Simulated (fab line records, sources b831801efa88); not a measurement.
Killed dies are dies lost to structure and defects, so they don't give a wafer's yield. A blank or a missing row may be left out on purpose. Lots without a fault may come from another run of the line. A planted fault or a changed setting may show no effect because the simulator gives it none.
A struck lot beside a sound one | flow sky130 | 17 steps out of a route of 708
Sound: wafers L994.2, L994.3, L994.6. Struck: wafers L987.2, L987.4, L987.6. The cause comes at the end.
At each step with rows: each side's tool, then ch and its chambers, then its first start. Under that, the readings that differ: sound wafers | struck wafers | difference of the means | sigmas: that difference in standard deviations of wafers without a fault.
alike: readings whose means differ by less than 2 such deviations, and words and numbers that are the same on both sides. not compared: withheld readings, readings that some wafer has no value for, bounds like >300 that may hide the same value, and numbers for which the record gives no deviation and whose values overlap.
The two part at a step that has a row with sigmas, a row that says differs or no value, or rows on one side only. Numbers that don't overlap but have no deviation are shown without sigmas and don't part them. A reading that every wafer of one side lacks parts them only if that side has two wafers or more.

first, 1 step without rows for these wafers: SKY_LDD_HVP_IMPLANT_08.
SKY_LDD_HVP_STRIP_09: strips in O2/N2.
  sound on plasma_asher-02 ch 0,1, day 26 05:11; struck on plasma_asher-03 ch 0,1, day 24 01:02
  reading                     | sound       | struck      | difference | sigmas
  drypump_motor_current_A (A) | 6.4 6.0 6.4 | 5.4 5.4 5.4 | -0.9       | -2
  alike: oes_product_au, strip_time_to_endpoint_s
  not compared: rf_hours_counter_h
SKY_LDD_HVP_TW_MEAS_10:
  sound on film_metro-04, day 26 05:17; struck on film_metro-03, day 24 01:08
  alike: LDD_HVP_TW
then, 7 steps without rows for these wafers: SKY_LDD_LDN_DEHYDRATE_00 (time 60 s); SKY_LDD_LDN_HMDS_01 (prime time 60 s); SKY_LDD_LDN_COAT_02 (resist thk 1140 nm); SKY_LDD_LDN_SOFTBAKE_03 (time 60 s); SKY_LDD_LDN_EXPOSE_04 (exposes mask LDNTM, target cd 700 nm); SKY_LDD_LDN_PEB_05; SKY_LDD_LDN_DEVELOP_06 (develop time 60 s).
SKY_LDD_LDN_OVL_MEAS_07:
  sound on overlay-02, day 27 09:26; struck on overlay-02, day 25 06:32
  reading          | sound          | struck       | difference | sigmas
  LDD_LDN_OVL (nm) | -2.9 -2.2 -3.1 | 0.9 0.9 -0.4 | +3.2       | +3
then, 1 step without rows for these wafers: SKY_LDD_LDN_IMPLANT_08.
SKY_LDD_LDN_IMPLANT_09:
  sound on implanter-03 ch 0, day 27 09:38; struck on implanter-02, day 25 06:44
  no value came back on the struck wafers for beam_energy_keV, beam_on_s (s), end_station_pressure_torr (Torr); on the sound wafers beam_energy_keV reads 15.000 15.010 15.000
then, 2 steps without rows for these wafers: SKY_LDD_LDN_IMPLANT_10; SKY_LDD_LDN_IMPLANT_11.
SKY_LDD_LDN_STRIP_12: strips in O2/N2.
  sound on plasma_asher-04 ch 0,1, day 27 10:04; struck on plasma_asher-04 ch 0,1, day 25 07:10
  alike: drypump_motor_current_A, oes_product_au, strip_time_to_endpoint_s
  not compared: rf_hours_counter_h
SKY_LDD_LDN_TW_MEAS_13:
  sound on film_metro-04, day 27 10:10; struck on film_metro-01, day 25 07:29
  reading    | sound          | struck         | difference | sigmas
  LDD_LDN_TW | 1463 1473 1471 | 1389 1386 1380 | -84        | -6
  not compared: hold

WHERE THEY PART
First at SKY_LDD_HVP_STRIP_09; last, within this record, at SKY_LDD_LDN_TW_MEAS_13.

WHY: what the simulator had put in
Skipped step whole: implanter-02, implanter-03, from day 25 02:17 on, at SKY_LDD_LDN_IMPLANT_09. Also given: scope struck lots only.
